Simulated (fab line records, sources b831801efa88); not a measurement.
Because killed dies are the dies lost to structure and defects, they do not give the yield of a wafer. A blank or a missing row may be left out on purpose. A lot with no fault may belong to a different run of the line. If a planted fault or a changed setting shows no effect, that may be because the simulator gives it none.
fab line records    flow sky130    part 1 of 2: steps 1 to 26 of 37
[record] lots = 5  wafers = 15  last-day = 49
route steps=708 shown LDD_P@262 LDD_HVN@267 LDD_HVP@278 LDD_LDN@289
lots untouched by any fault: they come from a run of this same line in which no faults occurred
start-h: hours from the record's opening day to when the first of the lot's shown wafers began    wait-h: time in hours since the lot's previous step    " repeats the value in the row above    L1.1+2: several wafers, shown together as one row    - value missing, or start not given    * or withheld: withheld    < > ~ a bound
route shown NAME@n: names a module that has steps shown in the file, with the first one's number in the route    usual: mean/standard deviation of fault-free wafers    same: alike in all rows    chamber/n: place in a boat    sites: readings site by site    _std_site: the values' standard deviation    _edge_site: mean of outer sites minus mean of inner sites    radius-mm: how far each site lies from the wafer's centre    mask NAME#n: copy n    behind: the most recent tool/chamber to have shaped the wafer    hold: cause of the lot's hold/its duration in hours/its outcome    device: the transistor (n, p or np) that didn't switch    end of line: at the end of the route, the tests of the same wafers    a step given without rows: its recipe and nothing more    killed: count of dies lost to structure and defects at first sort (not the wafer's yield)    map: a wafer's dies, marking killed ones x, the rest . and places with no die _
set.NAME: the setting that was run; set.NAME@STEP: the one run at that earlier step    model.NAME: the simulator's own value behind a step, which no gauge read
a table for each step, a row for each wafer; lots at some steps of the route
services: from which hour (start-h, from the record's first day; less than 0 if before it) a tool's chamber was out of use, for how many hours, and why
[[steps]]
[step SKY_LDD_P_CD_MEAS_07]
[recipe] target-cd-nm = 380
[usual] cd-nm = 380.0/2.9
lot.wafer  tool       chamber  start-h  wait-h  cd-nm
L075.1     cd-sem-01  -        464.96   0.1     385.7
L075.2     "          -        "        "       382.0
L075.6     "          -        "        "       384.1
L077.1     cd-sem-01  -        475.13   0.1     382.4
L077.4     "          -        "        "       381.9
L077.6     "          -        "        "       378.3
L079.1     cd-sem-01  -        481.60   0.1     380.8
L079.3     "          -        "        "       380.7
L079.4     "          -        "        "       383.1
L080.1     cd-sem-01  -        500.60   0.1     378.3
L080.2     "          -        "        "       380.6
L080.3     "          -        "        "       382.8
L092.1     cd-sem-01  -        594.48   0.1     382.5
L092.2     "          -        "        "       377.7
L092.3     "          -        "        "       378.3
[step SKY_LDD_P_OVL_MEAS_08]
[usual] LDD_P_OVL = -1.2/1.4
lot.wafer  tool        chamber  start-h  wait-h  LDD_P_OVL[nm]
L075.1     overlay-02  -        465.08   0.1     -4.7
L075.2     "           -        "        "       -5.7
L075.6     "           -        "        "       -2.2
L077.1     overlay-01  -        475.25   0.1     0.8
L077.4     "           -        "        "       0.3
L077.6     "           -        "        "       1.5
L079.1     overlay-02  -        481.72   0.1     -0.6
L079.3     "           -        "        "       -1.2
L079.4     "           -        "        "       -1.1
L080.1     overlay-01  -        500.72   0.1     -3.2
L080.2     "           -        "        "       -1.0
L080.3     "           -        "        "       -2.6
L092.1     overlay-02  -        594.62   0.1     -2.5
L092.2     "           -        "        "       -2.8
L092.3     "           -        "        "       -3.0
[step SKY_LDD_P_IMPLANT_09]
[recipe] species = BF2  energy-kev = 25  dose-cm2 = 1e+13  tilt-deg = withheld
[usual] faraday-current-uA = 56.3/1.1
lot.wafer  tool          chamber  start-h  wait-h  faraday-current-uA
L075.1     implanter-01  0        465.11   0.0     57.3
L075.2     "             0        "        "       57.6
L075.6     "             0        "        "       56.6
L077.1     implanter-03  0        475.29   0.0     56.5
L077.4     "             0        "        "       55.6
L077.6     "             0        "        "       55.7
L079.1     implanter-02  0        481.75   0.0     57.0
L079.3     "             0        "        "       57.3
L079.4     "             0        "        "       58.6
L080.1     implanter-02  0        500.75   0.0     55.2
L080.2     "             0        "        "       57.0
L080.3     "             0        "        "       55.6
L092.1     implanter-01  0        594.66   0.0     56.9
L092.2     "             0        "        "       57.0
L092.3     "             0        "        "       56.1
[step SKY_LDD_P_STRIP_10]
[recipe] chemistry = O2/N2  power-w = 1400  pressure-mtorr = 1500  platen-temp-c = withheld  o2-flow-sccm = 3000  n2-flow-sccm = 300  overash-fraction = 0.5
[usual] drypump-motor-current-A = 5.5/0.64  oes-product-au = 0.715/0.0044  strip-time-to-endpoint-s = 14.18/0.04
lot.wafer  tool             chamber  start-h  wait-h  drypump-motor-current-A  oes-product-au  rf-hours-counter-h  strip-time-to-endpoint-s
L075.1     plasma-asher-04  1        465.26   0.1     6.7                      0.714           4                   14.15
L075.2     "                0        "        "       5.2                      0.717           4                   14.14
L075.6     "                0        "        "       5.1                      0.717           -                   14.17
L077.1     plasma-asher-01  0        475.44   0.1     4.9                      0.718           80                  14.20
L077.4     "                0        "        "       4.9                      0.716           -                   14.22
L077.6     "                0        "        "       4.9                      0.714           -                   14.20
L079.1     plasma-asher-03  1        481.90   0.1     5.2                      0.720           33                  14.12
L079.3     "                0        "        "       6.2                      0.712           -                   14.13
L079.4     "                1        "        "       5.2                      0.720           -                   14.13
L080.1     plasma-asher-04  1        500.90   0.1     6.7                      0.719           7                   14.12
L080.2     "                0        "        "       5.1                      0.715           7                   14.17
L080.3     "                0        "        "       5.1                      0.717           -                   14.10
L092.1     plasma-asher-01  1        594.81   0.1     5.2                      0.721           92                  14.17
L092.2     "                0        "        "       4.8                      0.713           92                  14.19
L092.3     "                0        "        "       4.8                      0.711           -                   14.19
[step SKY_LDD_P_TW_MEAS_11]
[usual] LDD_P_TW = 633/5.9
lot.wafer  tool           chamber  start-h  wait-h  LDD_P_TW
L075.1     film-metro-03  -        465.36   0.1     629
L075.2     "              -        "        "       627
L075.6     "              -        "        "       627
L077.1     film-metro-01  -        475.54   0.1     638
L077.4     "              -        "        "       635
L077.6     "              -        "        "       638
L079.1     film-metro-03  -        482.00   0.1     625
L079.3     "              -        "        "       624
L079.4     "              -        "        "       628
L080.1     film-metro-04  -        501.00   0.1     644
L080.2     "              -        "        "       641
L080.3     "              -        "        "       646
L092.1     film-metro-01  -        594.91   0.1     632
L092.2     "              -        "        "       634
L092.3     "              -        "        "       628
[step SKY_LDD_HVN_DEHYDRATE_00]
[recipe] temp-c = 200  time-s = 60
[usual] exhaust-pa = 44.8/0.81
lot.wafer  tool            chamber  start-h  wait-h  exhaust-pa
L075.1     litho-track-04  0        480.03   14.7    43.4
L075.2     "               0        "        "       43.9
L075.6     "               0        "        "       43.7
L077.1     litho-track-04  0        489.93   14.4    45.0
L077.4     "               0        "        "       45.4
L077.6     "               0        "        "       44.7
L079.1     litho-track-04  0        496.68   14.7    44.9
L079.3     "               0        "        "       44.7
L079.4     "               0        "        "       44.1
L080.1     litho-track-03  0        515.07   14.1    44.7
L080.2     "               0        "        "       45.1
L080.3     "               0        "        "       44.5
L092.1     litho-track-04  0        609.18   14.3    45.0
L092.2     "               0        "        "       46.0
L092.3     "               0        "        "       45.5
[step SKY_LDD_HVN_HMDS_01]
[recipe] prime-time-s = 60  prime-temp-c = 120
[usual] exhaust-pa = 45.2/0.9
lot.wafer  tool            chamber  start-h  wait-h  exhaust-pa
L075.1     litho-track-04  0        480.18   0.1     46.8
L075.2     "               0        "        "       46.8
L075.6     "               0        "        "       45.2
L077.1     litho-track-04  0        490.08   0.1     44.3
L077.4     "               0        "        "       45.5
L077.6     "               0        "        "       45.0
L079.1     litho-track-04  0        496.83   0.1     45.1
L079.3     "               0        "        "       45.3
L079.4     "               0        "        "       45.1
L080.1     litho-track-03  0        515.22   0.1     45.9
L080.2     "               0        "        "       45.6
L080.3     "               0        "        "       45.6
L092.1     litho-track-04  0        609.33   0.1     43.4
L092.2     "               0        "        "       43.0
L092.3     "               0        "        "       43.0
[step SKY_LDD_HVN_COAT_02]
[recipe] resist = NOVOLAK  spin-rpm = 3000  resist-thk-nm = 300
[usual] exhaust-pa = 44.9/0.86
lot.wafer  tool            chamber  start-h  wait-h  exhaust-pa
L075.1     litho-track-04  0        480.33   0.1     44.7
L075.2     "               0        "        "       44.0
L075.6     "               0        "        "       44.3
L077.1     litho-track-04  0        490.23   0.1     43.8
L077.4     "               0        "        "       43.1
L077.6     "               0        "        "       44.5
L079.1     litho-track-04  0        496.98   0.1     45.4
L079.3     "               0        "        "       46.6
L079.4     "               0        "        "       45.4
L080.1     litho-track-03  0        515.37   0.1     43.3
L080.2     "               0        "        "       44.7
L080.3     "               0        "        "       44.8
L092.1     litho-track-04  0        609.48   0.1     44.7
L092.2     "               0        "        "       44.9
L092.3     "               0        "        "       43.3
[step SKY_LDD_HVN_SOFTBAKE_03]
[recipe] temp-c = 90  time-s = 60  resist = NOVOLAK
[usual] exhaust-pa = 44.9/0.76
lot.wafer  tool            chamber  start-h  wait-h  exhaust-pa
L075.1     litho-track-04  0        480.48   0.1     44.0
L075.2     "               0        "        "       45.4
L075.6     "               0        "        "       44.8
L077.1     litho-track-04  0        490.38   0.1     43.8
L077.4     "               0        "        "       45.2
L077.6     "               0        "        "       44.6
L079.1     litho-track-04  0        497.13   0.1     45.2
L079.3     "               0        "        "       44.6
L079.4     "               0        "        "       45.3
L080.1     litho-track-03  0        515.52   0.1     44.2
L080.2     "               0        "        "       45.3
L080.3     "               0        "        "       45.3
L092.1     litho-track-04  0        609.63   0.1     45.0
L092.2     "               0        "        "       45.4
L092.3     "               0        "        "       45.0
[step SKY_LDD_HVN_EXPOSE_04]
[recipe] mask-id = HVNTM  na = 0.6  source-shape = conventional  sigma-outer = 0.6  polarization = unpolarized  target-cd-nm = 700  dose-mj = 127
lot.wafer   tool              chamber  start-h  wait-h  mask
L075.1+2+6  iline-stepper-02  0        -        -       HVNTM#0
L077.1+4+6  iline-stepper-02  0        -        -       HVNTM#0
L079.1+3+4  iline-stepper-02  0        -        -       HVNTM#0
L080.1+2+3  iline-stepper-02  0        -        -       HVNTM#0
L092.1+2+3  iline-stepper-01  0        -        -       HVNTM#0
[step SKY_LDD_HVN_PEB_05]
[recipe] temp-c = withheld  time-s = *  resist = NOVOLAK
[usual] exhaust-pa = 44.7/0.93
lot.wafer  tool            chamber  start-h  wait-h  exhaust-pa
L075.1     litho-track-02  0        -        -       45.3
L075.2     "               0        "        "       46.3
L075.6     "               0        "        "       46.7
L077.1     litho-track-04  0        -        -       45.1
L077.4     "               0        "        "       44.1
L077.6     "               0        "        "       45.2
L079.1     litho-track-02  0        -        -       45.3
L079.3     "               0        "        "       45.0
L079.4     "               0        "        "       45.1
L080.1     litho-track-02  0        -        -       42.6
L080.2     "               0        "        "       44.0
L080.3     "               0        "        "       43.3
L092.1     litho-track-02  0        -        -       43.2
L092.2     "               0        "        "       43.6
L092.3     "               0        "        "       43.1
[step SKY_LDD_HVN_DEVELOP_06]
[recipe] resist = NOVOLAK  developer = TMAH  develop-time-s = 60  dev-temp-c = 23
[usual] exhaust-pa = 45.0/0.9
lot.wafer  tool            chamber  start-h  wait-h  exhaust-pa
L075.1     litho-track-02  0        495.86   0.1     45.2
L075.2     "               0        "        "       46.2
L075.6     "               0        "        "       45.1
L077.1     litho-track-04  0        505.33   0.1     44.7
L077.4     "               0        "        "       44.4
L077.6     "               0        "        "       46.0
L079.1     litho-track-02  0        511.56   0.1     45.5
L079.3     "               0        "        "       46.1
L079.4     "               0        "        "       45.8
L080.1     litho-track-02  0        530.71   0.1     45.9
L080.2     "               0        "        "       44.9
L080.3     "               0        "        "       44.6
L092.1     litho-track-02  0        623.96   0.1     45.3
L092.2     "               0        "        "       45.0
L092.3     "               0        "        "       44.6
[step SKY_LDD_HVN_OVL_MEAS_07]
[usual] LDD_HVN_OVL = -1.0/1.3
lot.wafer  tool        chamber  start-h  wait-h  LDD_HVN_OVL[nm]
L075.1     overlay-01  -        496.01   0.1     -1.4
L075.2     "           -        "        "       -0.8
L075.6     "           -        "        "       -0.7
L077.1     overlay-01  -        505.48   0.1     -1.2
L077.4     "           -        "        "       -1.2
L077.6     "           -        "        "       -0.9
L079.1     overlay-02  -        511.71   0.1     -1.6
L079.3     "           -        "        "       -0.6
L079.4     "           -        "        "       -2.6
L080.1     overlay-01  -        530.86   0.1     -0.7
L080.2     "           -        "        "       -0.2
L080.3     "           -        "        "       -1.3
L092.1     overlay-02  -        624.11   0.1     -2.2
L092.2     "           -        "        "       -1.0
L092.3     "           -        "        "       -0.9
[step SKY_LDD_HVN_IMPLANT_08]
[recipe] species = P  energy-kev = 60  dose-cm2 = 3e+13  tilt-deg = 40
[usual] faraday-current-uA = 169/3.4
lot.wafer  tool          chamber  start-h  wait-h  faraday-current-uA
L075.1     implanter-01  0        496.04   0.0     164
L075.2     "             0        "        "       177
L075.6     "             0        "        "       169
L077.1     implanter-01  0        505.52   0.0     169
L077.4     "             0        "        "       164
L077.6     "             0        "        "       174
L079.1     implanter-03  0        511.74   0.0     171
L079.3     "             0        "        "       168
L079.4     "             0        "        "       170
L080.1     implanter-03  0        530.89   0.0     171
L080.2     "             0        "        "       169
L080.3     "             0        "        "       166
L092.1     implanter-01  0        624.14   0.0     177
L092.2     "             0        "        "       172
L092.3     "             0        "        "       159
[step SKY_LDD_HVN_STRIP_09]
[recipe] chemistry = O2/N2  power-w = 1400  pressure-mtorr = 1500  platen-temp-c = withheld  o2-flow-sccm = 3000  n2-flow-sccm = 300  overash-fraction = 0.5
[usual] drypump-motor-current-A = 5.5/0.57  oes-product-au = 0.409/0.0042  strip-time-to-endpoint-s = 4.137/0.015
lot.wafer  tool             chamber  start-h  wait-h  drypump-motor-current-A  oes-product-au  rf-hours-counter-h  strip-time-to-endpoint-s
L075.1     plasma-asher-02  1        496.19   0.1     6.5                      0.411           68                  4.129
L075.2     "                0        "        "       5.8                      0.409           68                  4.135
L075.6     "                1        "        "       6.5                      0.413           -                   4.152
L077.1     plasma-asher-03  0        505.67   0.1     6.2                      0.412           36                  4.140
L077.4     "                1        "        "       5.3                      0.408           -                   4.127
L077.6     "                1        "        "       5.3                      0.412           -                   4.111
L079.1     plasma-asher-02  0        511.89   0.1     5.8                      0.410           69                  4.155
L079.3     "                0        "        "       5.8                      0.410           -                   4.151
L079.4     "                1        "        "       6.5                      0.407           -                   4.130
L080.1     plasma-asher-03  1        531.04   0.1     5.3                      0.401           38                  4.104
L080.2     "                0        "        "       6.2                      0.407           38                  4.120
L080.3     "                0        "        "       6.2                      0.414           -                   4.129
L092.1     plasma-asher-03  1        624.29   0.1     5.3                      0.410           48                  4.126
L092.2     "                0        "        "       6.2                      0.411           48                  4.120
L092.3     "                1        "        "       5.3                      0.410           -                   4.138
[step SKY_LDD_HVN_TW_MEAS_10]
[usual] LDD_HVN_TW = 1433/13
lot.wafer  tool           chamber  start-h  wait-h  LDD_HVN_TW
L075.1     film-metro-01  -        496.29   0.1     1439
L075.2     "              -        "        "       1434
L075.6     "              -        "        "       1431
L077.1     film-metro-03  -        505.77   0.1     1418
L077.4     "              -        "        "       1425
L077.6     "              -        "        "       1424
L079.1     film-metro-02  -        511.99   0.1     1444
L079.3     "              -        "        "       1443
L079.4     "              -        "        "       1443
L080.1     film-metro-02  -        531.14   0.1     1452
L080.2     "              -        "        "       1461
L080.3     "              -        "        "       1454
L092.1     film-metro-01  -        624.39   0.1     1432
L092.2     "              -        "        "       1425
L092.3     "              -        "        "       1429
[step SKY_LDD_HVP_DEHYDRATE_00]
[recipe] temp-c = 200  time-s = 60
[usual] exhaust-pa = 45.1/0.99
lot.wafer  tool            chamber  start-h  wait-h  exhaust-pa
L075.1     litho-track-03  0        511.02   14.7    45.5
L075.2     "               0        "        "       45.1
L075.6     "               0        "        "       46.1
L077.1     litho-track-03  0        520.07   14.3    46.4
L077.4     "               0        "        "       45.8
L077.6     "               0        "        "       46.1
L079.1     litho-track-03  0        526.12   14.1    43.6
L079.3     "               0        "        "       44.8
L079.4     "               0        "        "       44.4
L080.1     litho-track-03  0        545.22   14.1    44.4
L080.2     "               0        "        "       43.5
L080.3     "               0        "        "       43.8
L092.1     litho-track-03  0        637.97   13.6    43.5
L092.2     "               0        "        "       42.9
L092.3     "               0        "        "       41.7
[step SKY_LDD_HVP_HMDS_01]
[recipe] prime-time-s = 60  prime-temp-c = 120
[usual] exhaust-pa = 44.6/0.82
lot.wafer  tool            chamber  start-h  wait-h  exhaust-pa
L075.1     litho-track-03  0        511.17   0.1     44.7
L075.2     "               0        "        "       44.4
L075.6     "               0        "        "       45.2
L077.1     litho-track-03  0        520.22   0.1     45.4
L077.4     "               0        "        "       45.8
L077.6     "               0        "        "       45.5
L079.1     litho-track-03  0        526.27   0.1     45.8
L079.3     "               0        "        "       45.6
L079.4     "               0        "        "       44.5
L080.1     litho-track-03  0        545.37   0.1     42.9
L080.2     "               0        "        "       43.7
L080.3     "               0        "        "       44.0
L092.1     litho-track-03  0        638.12   0.1     43.9
L092.2     "               0        "        "       44.7
L092.3     "               0        "        "       44.1
[step SKY_LDD_HVP_COAT_02]
[recipe] resist = NOVOLAK  spin-rpm = 3000  resist-thk-nm = 300
[usual] exhaust-pa = 45.1/1.1
lot.wafer  tool            chamber  start-h  wait-h  exhaust-pa
L075.1     litho-track-03  0        511.32   0.1     46.3
L075.2     "               0        "        "       45.9
L075.6     "               0        "        "       46.5
L077.1     litho-track-03  0        520.37   0.1     44.6
L077.4     "               0        "        "       44.2
L077.6     "               0        "        "       42.8
L079.1     litho-track-03  0        526.42   0.1     44.5
L079.3     "               0        "        "       44.4
L079.4     "               0        "        "       44.8
L080.1     litho-track-03  0        545.52   0.1     43.6
L080.2     "               0        "        "       45.2
L080.3     "               0        "        "       44.2
L092.1     litho-track-03  0        638.27   0.1     42.7
L092.2     "               0        "        "       43.8
L092.3     "               0        "        "       43.1
[step SKY_LDD_HVP_SOFTBAKE_03]
[recipe] temp-c = 90  time-s = 60  resist = NOVOLAK
[usual] exhaust-pa = 45.0/0.97
lot.wafer  tool            chamber  start-h  wait-h  exhaust-pa
L075.1     litho-track-03  0        511.47   0.1     44.0
L075.2     "               0        "        "       43.7
L075.6     "               0        "        "       45.6
L077.1     litho-track-03  0        520.52   0.1     43.9
L077.4     "               0        "        "       44.4
L077.6     "               0        "        "       45.1
L079.1     litho-track-03  0        526.57   0.1     45.6
L079.3     "               0        "        "       44.8
L079.4     "               0        "        "       44.0
L080.1     litho-track-03  0        545.67   0.1     44.8
L080.2     "               0        "        "       43.6
L080.3     "               0        "        "       44.8
L092.1     litho-track-03  0        638.42   0.1     44.4
L092.2     "               0        "        "       44.0
L092.3     "               0        "        "       44.3
[step SKY_LDD_HVP_EXPOSE_04]
[recipe] mask-id = HVPTM  na = 0.6  source-shape = conventional  sigma-outer = 0.6  polarization = unpolarized  target-cd-nm = 700  dose-mj = 86
lot.wafer   tool              chamber  start-h  wait-h  mask
L075.1+2+6  iline-stepper-01  0        -        -       HVPTM#0
L077.1+4+6  iline-stepper-02  0        -        -       HVPTM#0
L079.1+3+4  iline-stepper-01  0        -        -       HVPTM#0
L080.1+2+3  iline-stepper-02  0        -        -       HVPTM#0
L092.1+2+3  iline-stepper-01  0        -        -       HVPTM#0
[step SKY_LDD_HVP_PEB_05]
[recipe] temp-c = withheld  time-s = *  resist = NOVOLAK
[usual] exhaust-pa = 45.0/0.86
lot.wafer  tool            chamber  start-h  wait-h  exhaust-pa
L075.1     litho-track-01  0        -        -       46.0
L075.2     "               0        "        "       44.9
L075.6     "               0        "        "       44.5
L077.1     litho-track-01  0        -        -       44.9
L077.4     "               0        "        "       43.8
L077.6     "               0        "        "       43.8
L079.1     litho-track-01  0        -        -       45.6
L079.3     "               0        "        "       45.2
L079.4     "               0        "        "       45.8
L080.1     litho-track-03  0        -        -       44.2
L080.2     "               0        "        "       46.2
L080.3     "               0        "        "       46.5
L092.1     litho-track-02  0        -        -       44.5
L092.2     "               0        "        "       44.2
L092.3     "               0        "        "       44.4
[step SKY_LDD_HVP_DEVELOP_06]
[recipe] resist = NOVOLAK  developer = TMAH  develop-time-s = 60  dev-temp-c = 23
[usual] exhaust-pa = 44.8/0.84
lot.wafer  tool            chamber  start-h  wait-h  exhaust-pa
L075.1     litho-track-01  0        526.15   0.1     45.3
L075.2     "               0        "        "       44.8
L075.6     "               0        "        "       43.9
L077.1     litho-track-01  0        535.90   0.1     45.3
L077.4     "               0        "        "       45.2
L077.6     "               0        "        "       44.7
L079.1     litho-track-01  0        541.70   0.1     44.4
L079.3     "               0        "        "       44.7
L079.4     "               0        "        "       44.7
L080.1     litho-track-03  0        560.62   0.1     44.5
L080.2     "               0        "        "       44.8
L080.3     "               0        "        "       43.0
L092.1     litho-track-02  0        652.76   0.1     45.8
L092.2     "               0        "        "       44.5
L092.3     "               0        "        "       44.3
[step SKY_LDD_HVP_OVL_MEAS_07]
[usual] LDD_HVP_OVL = -0.2/1.4
lot.wafer  tool        chamber  start-h  wait-h  LDD_HVP_OVL[nm]
L075.1     overlay-01  -        526.30   0.1     -3.0
L075.2     "           -        "        "       -1.0
L075.6     "           -        "        "       -0.3
L077.1     overlay-01  -        536.05   0.1     2.4
L077.4     "           -        "        "       2.7
L077.6     "           -        "        "       1.3
L079.1     overlay-02  -        541.85   0.1     -0.2
L079.3     "           -        "        "       -0.5
L079.4     "           -        "        "       -0.2
L080.1     overlay-02  -        560.77   0.1     0.0
L080.2     "           -        "        "       -0.9
L080.3     "           -        "        "       0.0
L092.1     overlay-02  -        652.91   0.1     -2.2
L092.2     "           -        "        "       -0.4
L092.3     "           -        "        "       -0.5
[step SKY_LDD_HVP_IMPLANT_08]
[recipe] species = B  energy-kev = 20  dose-cm2 = 1.7e+13  tilt-deg = 17.9
[usual] faraday-current-uA = 95.8/1.9
lot.wafer  tool          chamber  start-h  wait-h  faraday-current-uA
L075.1     implanter-04  0        526.33   0.0     97.7
L075.2     "             0        "        "       93.8
L075.6     "             0        "        "       95.4
L077.1     implanter-03  0        536.08   0.0     96.1
L077.4     "             0        "        "       94.8
L077.6     "             0        "        "       95.7
L079.1     implanter-02  0        541.88   0.0     97.3
L079.3     "             0        "        "       92.7
L079.4     "             0        "        "       95.6
L080.1     implanter-03  0        560.80   0.0     96.0
L080.2     "             0        "        "       96.5
L080.3     "             0        "        "       97.3
L092.1     implanter-02  0        652.94   0.0     91.8
L092.2     "             0        "        "       96.6
L092.3     "             0        "        "       96.0
[step SKY_LDD_HVP_STRIP_09]
[recipe] chemistry = O2/N2  power-w = 1400  pressure-mtorr = 1500  platen-temp-c = withheld  o2-flow-sccm = 3000  n2-flow-sccm = 300  overash-fraction = 0.5
[usual] drypump-motor-current-A = 5.7/0.69  oes-product-au = 0.408/0.0041  strip-time-to-endpoint-s = 4.138/0.015
lot.wafer  tool             chamber  start-h  wait-h  drypump-motor-current-A  oes-product-au  rf-hours-counter-h  strip-time-to-endpoint-s
L075.1     plasma-asher-01  0        526.48   0.1     4.8                      0.408           84                  4.129
L075.2     "                1        "        "       5.2                      0.417           84                  4.117
L075.6     "                0        "        "       4.8                      0.397           -                   4.111
L077.1     plasma-asher-04  0        536.23   0.1     5.1                      0.408           11                  4.111
L077.4     "                1        "        "       6.7                      0.408           -                   4.129
L077.6     "                0        "        "       5.1                      0.410           -                   4.125
L079.1     plasma-asher-04  0        542.03   0.1     5.2                      0.406           12                  4.146
L079.3     "                1        "        "       6.6                      0.410           -                   4.126
L079.4     "                0        "        "       5.1                      0.407           -                   4.131
L080.1     plasma-asher-01  1        560.95   0.1     5.2                      0.404           88                  4.145
L080.2     "                0        "        "       4.8                      0.408           88                  4.152
L080.3     "                0        "        "       4.8                      0.405           -                   4.151
L092.1     plasma-asher-04  0        653.09   0.1     5.1                      0.404           23                  4.144
L092.2     "                1        "        "       6.7                      0.414           23                  4.144
L092.3     "                0        "        "       5.1                      0.405           -                   4.141
